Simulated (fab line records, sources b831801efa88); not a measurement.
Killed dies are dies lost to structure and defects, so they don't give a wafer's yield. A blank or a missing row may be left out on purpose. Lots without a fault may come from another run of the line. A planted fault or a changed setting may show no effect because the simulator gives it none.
Which tool did it? | flow gf180mcu | 24 lots, 72 wafers sampled, at 5 steps of a route of 602

WHAT THE GAUGES READ, wafer by wafer
GF_M2_THK_MEAS_06: measures by xrf. Usual: M2_ALCU_THK 454 nm, standard deviation 5.9.
lot  | measured     | on            | M2_ALCU_THK (nm) | flag
L074 | day 18 13:28 | film_metro-01 | 462 461 454      |
L076 | day 19 01:34 | film_metro-02 | 448 450 463      |
L077 | day 19 05:07 | film_metro-03 | 447 450 444      |
L075 | day 19 07:25 | film_metro-01 | 457 457 455      |
L078 | day 20 00:45 | film_metro-01 | 453 454 454      |
L079 | day 20 05:25 | film_metro-01 | 456 443 444      |
L082 | day 20 20:21 | film_metro-03 | 454 460 447      |
L080 | day 20 22:26 | film_metro-03 | 447 451 457      |
L081 | day 20 22:59 | film_metro-02 | 455 454 457      |
L083 | day 21 15:23 | film_metro-03 | 447 443 442      |
L084 | day 22 05:14 | film_metro-01 | 447 453 454      |
L085 | day 22 06:28 | film_metro-02 | 445 456 459      |
L086 | day 22 19:44 | film_metro-03 | 444 440 454      |
L087 | day 23 06:53 | film_metro-01 | 454 460 460      |
L088 | day 23 17:30 | film_metro-03 | 452 450 445      |
L089 | day 23 18:04 | film_metro-03 | 463 459 461      |
L090 | day 24 05:41 | film_metro-01 | 448 450 444      |
L091 | day 24 12:40 | film_metro-03 | 460 454 451      |
L092 | day 24 16:52 | film_metro-03 | 465 459 454      |
L093 | day 25 02:40 | film_metro-03 | 458 454 453      |
L094 | day 25 10:29 | film_metro-03 | 450 444 458      |
L095 | day 25 13:10 | film_metro-02 | 462 458 453      |
L096 | day 25 20:37 | film_metro-02 | 452 458 466      |
L097 | day 26 01:28 | film_metro-02 | 463 455 458      |

GF_V2_OVL_MEAS_15. Usual: V2_OVL 2 nm, standard deviation 5.2.
lot  | measured     | on         | V2_OVL (nm) | flag
L074 | day 20 16:04 | overlay-02 | -1 -3 -3    |
L076 | day 21 03:47 | overlay-02 | -7 -11 -5   |
L077 | day 21 06:23 | overlay-01 | 7 7 4       |
L075 | day 21 09:24 | overlay-02 | 2 10 10     |
L078 | day 22 01:53 | overlay-02 | -7 -3 -5    |
L079 | day 22 05:23 | overlay-02 | 5 7 4       |
L082 | day 22 22:02 | overlay-01 | 6 10 2      |
L080 | day 22 23:17 | overlay-02 | -1 6 1      |
L081 | day 22 23:22 | overlay-01 | 6 4 9       |
L083 | day 23 14:35 | overlay-01 | -7 0 -4     |
L084 | day 24 03:34 | overlay-01 | 10 13 3     |
L085 | day 24 04:44 | overlay-01 | -1 5 4      |
L086 | day 24 18:00 | overlay-02 | 7 8 4       |
L087 | day 25 04:23 | overlay-02 | 5 3 7       |
L088 | day 25 12:41 | overlay-01 | 2 -8 -3     |
L089 | day 25 13:02 | overlay-02 | -6 -1 -4    |
L090 | day 26 01:41 | overlay-01 | -4 -5 2     |
L091 | day 26 08:48 | overlay-01 | 4 0 0       |
L092 | day 26 12:27 | overlay-01 | 4 1 8       |
L093 | day 26 20:59 | overlay-02 | -3 -3 -1    |
L094 | day 27 04:39 | overlay-01 | 10 9 13     |
L095 | day 27 06:12 | overlay-01 | -1 -2 0     |
L096 | day 27 15:08 | overlay-01 | 7 6 6       |
L097 | day 27 19:57 | overlay-01 | 0 3 -2      |

GF_M3_OVL_MEAS_15. Usual: M3_OVL 4 nm, standard deviation 5.
lot  | measured     | on         | M3_OVL (nm) | flag
L074 | day 21 17:36 | overlay-02 | -4 -6 5     |
L076 | day 22 05:05 | overlay-02 | -5 -1 -3    |
L077 | day 22 08:02 | overlay-02 | 0 0 4       |
L075 | day 22 11:14 | overlay-02 | 9 14 6      |
L078 | day 23 02:55 | overlay-02 | 7 11 7      |
L079 | day 23 06:20 | overlay-01 | 3 -4 0      |
L082 | day 23 21:43 | overlay-01 | 1 0 1       |
L080 | day 23 23:35 | overlay-01 | 4 4 7       |
L081 | day 23 23:15 | overlay-01 | 6 3 -1      |
L083 | day 24 14:05 | overlay-02 | 0 -2 -2     |
L084 | day 25 02:32 | overlay-02 | 3 2 7       |
L085 | day 25 05:05 | overlay-02 | 2 7 3       |
L086 | day 25 16:53 | overlay-02 | 10 4 2      |
L087 | day 26 03:32 | overlay-02 | 8 3 11      |
L088 | day 26 10:26 | overlay-02 | 6 7 10      |
L089 | day 26 11:23 | overlay-02 | 1 5 0       |
L090 | day 27 00:24 | overlay-02 | 5 11 4      |
L091 | day 27 07:56 | overlay-01 | 6 -1 2      |
L092 | day 27 10:09 | overlay-01 | 2 7 -3      |
L093 | day 27 18:49 | overlay-02 | 11 10 6     |
L094 | day 28 02:33 | overlay-02 | 0 -3 4      |
L095 | day 28 03:51 | overlay-02 | 8 4 3       |
L096 | day 28 12:29 | overlay-02 | 5 5 9       |
L097 | day 28 17:08 | overlay-02 | -8 -2 -7    |

GF_V4_CD_MEAS_14: target cd 260 nm. Usual: cd_nm 259.8 nm, standard deviation 1.3.
lot  | measured     | on        | cd_nm (nm)        | flag
L074 | day 24 17:22 | cd_sem-02 | 259.7 260.5 260.2 |
L076 | day 25 05:08 | cd_sem-02 | 260.9 259.5 260.0 |
L077 | day 25 07:13 | cd_sem-01 | 261.5 261.1 261.3 |
L075 | day 25 08:55 | cd_sem-01 | 258.1 258.1 258.1 |
L078 | day 25 23:16 | cd_sem-01 | 258.6 258.1 258.3 |
L079 | day 26 03:29 | cd_sem-01 | 259.1 261.0 261.3 |
L082 | day 26 18:22 | cd_sem-01 | 260.5 261.1 259.5 |
L080 | day 26 19:07 | cd_sem-01 | 260.3 259.8 259.0 |
L081 | day 26 19:04 | cd_sem-02 | 259.4 261.3 260.2 |
L083 | day 27 08:13 | cd_sem-02 | 260.0 259.4 260.6 |
L084 | day 27 20:41 | cd_sem-02 | 260.9 260.8 259.6 |
L085 | day 27 22:52 | cd_sem-01 | 257.9 257.6 257.4 |
L086 | day 28 10:04 | cd_sem-01 | 258.8 259.9 259.5 |
L087 | day 28 19:29 | cd_sem-01 | 261.7 262.2 261.5 |
L088 | day 29 03:20 | cd_sem-02 | 259.0 258.7 259.2 |
L089 | day 29 03:41 | cd_sem-02 | 260.3 259.9 261.5 |
L090 | day 29 16:17 | cd_sem-01 | 259.0 259.2 259.1 |
L091 | day 29 22:28 | cd_sem-01 | 259.6 261.3 259.3 |
L092 | day 30 01:26 | cd_sem-01 | 263.9 261.8 262.9 |
L093 | day 30 09:46 | cd_sem-02 | 260.7 260.3 259.9 |
L094 | day 30 15:14 | cd_sem-02 | 258.5 258.5 258.4 |
L095 | day 30 17:13 | cd_sem-02 | 258.7 260.1 257.7 |
L096 | day 31 01:10 | cd_sem-02 | 258.7 259.2 258.0 |
L097 | day 31 04:52 | cd_sem-01 | 260.7 260.8 260.8 |

WHICH TOOL RAN EACH LOT (tool, then ch and the chambers of the sampled wafers, then the start)
lot  | GF_M3_STRIP_17
L074 | plasma_asher-02 ch 0,1, day 21 17:47
L076 | plasma_asher-03 ch 0,1, day 22 05:15
L077 | plasma_asher-03 ch 0,1, day 22 08:13
L075 | plasma_asher-02 ch 0,1, day 22 11:24
L078 | plasma_asher-03 ch 0,1, day 23 03:05
L079 | plasma_asher-01 ch 0,1, day 23 06:30
L082 | plasma_asher-01 ch 0,1, day 23 21:54
L080 | plasma_asher-03 ch 0,1, day 23 23:47
L081 | plasma_asher-02 ch 0,1, day 23 23:26
L083 | plasma_asher-02 ch 0,1, day 24 14:17
L084 | plasma_asher-01 ch 0,1, day 25 02:42
L085 | plasma_asher-01 ch 0,1, day 25 05:15
L086 | plasma_asher-02 ch 0,1, day 25 17:03
L087 | plasma_asher-03 ch 0,1, day 26 03:42
L088 | plasma_asher-01 ch 0,1, day 26 10:36
L089 | plasma_asher-02 ch 0,1, day 26 11:33
L090 | plasma_asher-02 ch 0,1, day 27 00:34
L091 | plasma_asher-02 ch 0,1, day 27 08:08
L092 | plasma_asher-02 ch 0,1, day 27 10:19
L093 | plasma_asher-02 ch 0, day 27 18:59
L094 | plasma_asher-02 ch 1, day 28 02:50
L095 | plasma_asher-02 ch 0,1, day 28 04:01
L096 | plasma_asher-03 ch 0,1, day 28 12:47
L097 | plasma_asher-02 ch 0,1, day 28 17:26
- GF_M3_STRIP_17: strips in O2/N2.

WHAT THE TOOLS THEMSELVES READ (means of the sampled wafers that have a number; where no wafer has one, the mark that the record gives instead)
GF_M3_STRIP_17. Usual: drypump_motor_current_A 5.6 A, standard deviation 0.54; heater_power_w 321 W, standard deviation 30; oes_product_au 0.536 a.u., standard deviation 0.0048; strip_time_to_endpoint_s 7.37 s, standard deviation 0.038.
lot  | tool            | drypump_motor_current_A (A) | heater_power_w (W) | oes_product_au (a.u.) | strip_time_to_endpoint_s (s) | flag
L074 | plasma_asher-02 | 5.6                         | 325                | 0.533                 | 7.34                         |
L076 | plasma_asher-03 | 6.2                         | 297                | 0.536                 | 7.33                         |
L077 | plasma_asher-03 | 6.3                         | 291                | 0.538                 | 7.38                         |
L075 | plasma_asher-02 | 5.6                         | 320                | 0.540                 | 7.43                         |
L078 | plasma_asher-03 | 6.2                         | 297                | 0.535                 | 7.33                         |
L079 | plasma_asher-01 | 5.6                         | 377                | 0.535                 | 7.38                         |
L082 | plasma_asher-01 | 5.6                         | 351                | 0.539                 | 7.39                         |
L080 | plasma_asher-03 | 5.9                         | 296                | 0.531                 | 7.34                         |
L081 | plasma_asher-02 | 5.6                         | 322                | 0.541                 | 7.41                         |
L083 | plasma_asher-02 | 5.6                         | 325                | 0.532                 | 7.39                         |
L084 | plasma_asher-01 | 5.6                         | 351                | 0.538                 | 7.37                         |
L085 | plasma_asher-01 | 5.7                         | 349                | 0.537                 | 7.40                         |
L086 | plasma_asher-02 | 5.6                         | 324                | 0.542                 | 7.39                         |
L087 | plasma_asher-03 | 6.2                         | 301                | 0.540                 | 7.40                         |
L088 | plasma_asher-01 | 5.7                         | 351                | 0.536                 | 7.32                         |
L089 | plasma_asher-02 | 5.6                         | 321                | 0.535                 | 7.36                         |
L090 | plasma_asher-02 | 5.3                         | 313                | 0.535                 | 7.38                         |
L091 | plasma_asher-02 | 5.3                         | 311                | 0.536                 | 7.33                         |
L092 | plasma_asher-02 | 5.2                         | 317                | 0.539                 | 7.38                         |
L093 | plasma_asher-02 | 4.9                         | 303                | 0.537                 | 7.42                         |
L094 | plasma_asher-02 | 6.0                         | 327                | 0.538                 | 7.39                         |
L095 | plasma_asher-02 | 5.6                         | 316                | 0.535                 | 7.36                         |
L096 | plasma_asher-03 | 5.9                         | 300                | 0.538                 | 7.38                         |
L097 | plasma_asher-02 | 5.3                         | 313                | 0.535                 | 7.35                         |

THE ANSWER, worked out from the rows above alone
Rule: a lot is off if the mean of its wafers that have a number lies more than 3 standard deviations from the usual mean. A lot without any number at a reading at which 4 lots or more have one is off too. The other lots that the step has rows for count as sound. The gauges are gone through in route order, then the tools' own readings, and for those a lot's mean is taken as printed above. The first step at which some lot is off is used, and at that step the reading that is off furthest; a lot without a number counts as furthest.
No lot is off at any reading shown: from this, nothing can be told.

WHAT THE SIMULATOR HAD PUT IN
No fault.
